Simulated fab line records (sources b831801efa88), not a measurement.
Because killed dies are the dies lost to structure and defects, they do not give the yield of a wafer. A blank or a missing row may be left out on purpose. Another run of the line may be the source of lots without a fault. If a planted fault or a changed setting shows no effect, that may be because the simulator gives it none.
What tool caused it? | flow sky130 | 15 lots (45 wafers sampled), 1 step of a 708-step route

## WHAT THE GAUGES READ, wafer by wafer
No reading from a measuring or inspecting step in the record can be judged against a usual standard deviation.

## WHAT TOOL EACH LOT RAN ON (gives the tool, then ch and the chambers of the sampled wafers, and finally the start)
lot  | SKY_LI_CONTACT_EXPOSE_09
L860 | krfScanner-02 ch 0, day 27 23:05
L861 | krfScanner-01 ch 0, day 28 07:44
L863 | krfScanner-01 ch 0, day 29 04:52
L864 | krfScanner-01 ch 0, day 29 13:43
L867 | krfScanner-01 ch 0, day 30 15:10
L870 | krfScanner-01 ch 0, day 32 14:46
L871 | krfScanner-01 ch 0, day 32 19:01
L872 | krfScanner-01 ch 0, day 32 21:06
L873 | krfScanner-01 ch 0, day 33 00:41
L874 | krfScanner-01 ch 0, day 33 07:15
L875 | krfScanner-02, day 33 16:30
L876 | krfScanner-01, day 34 02:10
L877 | krfScanner-02, day 34 09:31
L882 | krfScanner-01 ch 0, day 35 16:02
L883 | krfScanner-01 ch 0, day 35 18:27
- SKY_LI_CONTACT_EXPOSE_09: exposes mask LICM1, target cd 170 nm.

## WHAT THE TOOLS THEMSELVES READ (means of the sampled wafers that have a number; where no wafer has one, the mark that the record gives instead)
SKY_LI_CONTACT_EXPOSE_09.
lot  | tool          | exposureDoseMJCm2 | focusOffsetNm (nm)
L860 | krfScanner-02 | 38.03             | -0.2
L861 | krfScanner-01 | 38.02             | -0.6
L863 | krfScanner-01 | 38.02             | -0.4
L864 | krfScanner-01 | 38.03             | -0.4
L867 | krfScanner-01 | 37.97             | -0.6
L870 | krfScanner-01 | 38.05             | -0.1
L871 | krfScanner-01 | 38.00             | 0.0
L872 | krfScanner-01 | 37.98             | -0.4
L873 | krfScanner-01 | 38.00             | -0.4
L874 | krfScanner-01 | 37.95             | -0.1
L875 | krfScanner-02 | -                 | -
L876 | krfScanner-01 | -                 | -
L877 | krfScanner-02 | -                 | -
L882 | krfScanner-01 | 38.01             | 0.3
L883 | krfScanner-01 | 38.04             | -0.1

## THE ANSWER, worked out from the rows above alone
Rule: usual is defined by the lots themselves. Put in order of their means at a reading, lots are off if they are a third of the lots or fewer, leave a main group of 4 or more, and stand apart from it by a gap of 3 or more times the standard deviation of the main group's means; of several such gaps the widest counts. A main group whose means are all the same, to the digits that the tables above print for the reading, isn't used. Also off: a lot with no number at a reading for which 4 or more lots have one. The other lots that the step has rows for count as sound. Order of review: gauges by route order, followed by the tools' own readings, for which a lot's mean as printed above is used. The first step at which some lot is off is used, and at that step the reading that is off furthest; a lot without a number counts as furthest.
Off, at SKY_LI_CONTACT_EXPOSE_09 on exposureDoseMJCm2: L875, L876, L877. Without a number there: L875, L876, L877. Main group: mean 38.01, sd 0.029.
A tool fits if, at that step or a process step before it, it ran every lot that is off, and no sound lot after the first of them. None of those tried fits.

## WHAT THE SIMULATOR HAD INSERTED
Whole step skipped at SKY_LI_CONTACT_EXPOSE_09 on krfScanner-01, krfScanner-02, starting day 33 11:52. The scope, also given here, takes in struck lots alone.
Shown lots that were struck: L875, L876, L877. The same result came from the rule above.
